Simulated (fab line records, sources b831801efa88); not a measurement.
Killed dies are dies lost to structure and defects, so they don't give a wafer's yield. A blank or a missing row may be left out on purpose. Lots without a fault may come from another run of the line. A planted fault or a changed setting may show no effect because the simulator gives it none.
A struck lot beside a sound one | flow sky130 | 15 steps out of a route of 708
Sound: wafers L878.1, L878.4, L878.5. Struck: wafers L883.2, L883.3, L883.4. The cause comes at the end.
At each step with rows: each side's tool, then ch and its chambers, then its first start. Under that, the readings that differ: sound wafers | struck wafers | difference of the means | sigmas: that difference in standard deviations of wafers without a fault.
alike: readings whose means differ by less than 2 such deviations, and words and numbers that are the same on both sides. not compared: withheld readings, readings that some wafer has no value for, bounds like >300 that may hide the same value, and numbers for which the record gives no deviation and whose values overlap.
The two part at a step that has a row with sigmas, a row that says differs or no value, or rows on one side only. Numbers that don't overlap but have no deviation are shown without sigmas and don't part them. A reading that every wafer of one side lacks parts them only if that side has two wafers or more.

first, 1 step without rows for these wafers: SKY_VT_ADJUST_PCH_IMPLANT_08.
SKY_VT_ADJUST_PCH_STRIP_09: strips in O2/N2.
  sound on plasma_asher-02 ch 0,1, day 11 14:17; struck on plasma_asher-04 ch 0,1, day 13 23:34
  alike: drypump_motor_current_A, n2_flow_sccm, oes_product_au, strip_time_to_endpoint_s
  not compared: rf_hours_counter_h
SKY_VT_ADJUST_PCH_TW_MEAS_10:
  sound on film_metro-04, day 11 14:23; struck on film_metro-03, day 13 23:41
  alike: VT_ADJUST_PCH_TW
then, 7 steps without rows for these wafers: SKY_SONOS_TUNNEL_DEHYDRATE_00 (time 60 s); SKY_SONOS_TUNNEL_HMDS_01 (prime time 60 s); SKY_SONOS_TUNNEL_COAT_02 (resist thk 1140 nm); SKY_SONOS_TUNNEL_SOFTBAKE_03 (time 60 s); SKY_SONOS_TUNNEL_EXPOSE_04 (exposes mask TUNM, target cd 410 nm); SKY_SONOS_TUNNEL_PEB_05; SKY_SONOS_TUNNEL_DEVELOP_06 (develop time 60 s).
SKY_SONOS_TUNNEL_CD_MEAS_07: target cd 410 nm.
  sound on cd_sem-02, day 12 14:02; struck on cd_sem-02, day 15 01:58
  alike: cd_nm
SKY_SONOS_TUNNEL_OVL_MEAS_08:
  sound on overlay-01, day 12 14:09; struck on overlay-02, day 15 02:05
  alike: SONOS_TUNNEL_OVL
SKY_SONOS_TUNNEL_IMPLANT_09:
  sound on implanter-04 ch 0, day 12 14:11; struck on implanter-04 ch 0, day 15 02:08
  reading                   | sound                | struck               | difference | sigmas
  beam_energy_keV           | 19.999 19.991 19.994 | 22.993 22.998 22.990 | +2.999     | +99 or more
  model.implant.rp_nm (nm)  | 66.58 66.58 66.58    | 75.31 75.31 75.31    | +8.73      |
  model.implant.drp_nm (nm) | 28.34 28.34 28.34    | 32.32 32.32 32.32    | +3.98      |
  alike: dose_ions_cm2, end_station_pressure_torr
then, 1 step without rows for these wafers: SKY_SONOS_TUNNEL_WET_ETCH_10 (etches SiO2 in dHF, target depth 14 nm, time 280 s).
-- the record jumps here: 34 days lie between the struck wafers' starts before and after (it left off in module SONOS_TUNNEL and takes up again in module PAD_OPEN, whose first step shown is number 708 of the route) --
SKY_PAD_OPEN_PROBE_99:
  the record has rows for the struck wafers here (prober-01, day 48 15:29) and none for the sound ones

WHERE THEY PART
First at SKY_SONOS_TUNNEL_IMPLANT_09; last, within this record, at SKY_PAD_OPEN_PROBE_99.

WHY: what the simulator had put in
Process parameter drift: implanter-04, from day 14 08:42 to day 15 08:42, at SKY_SONOS_TUNNEL_IMPLANT_09. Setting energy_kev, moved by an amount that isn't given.
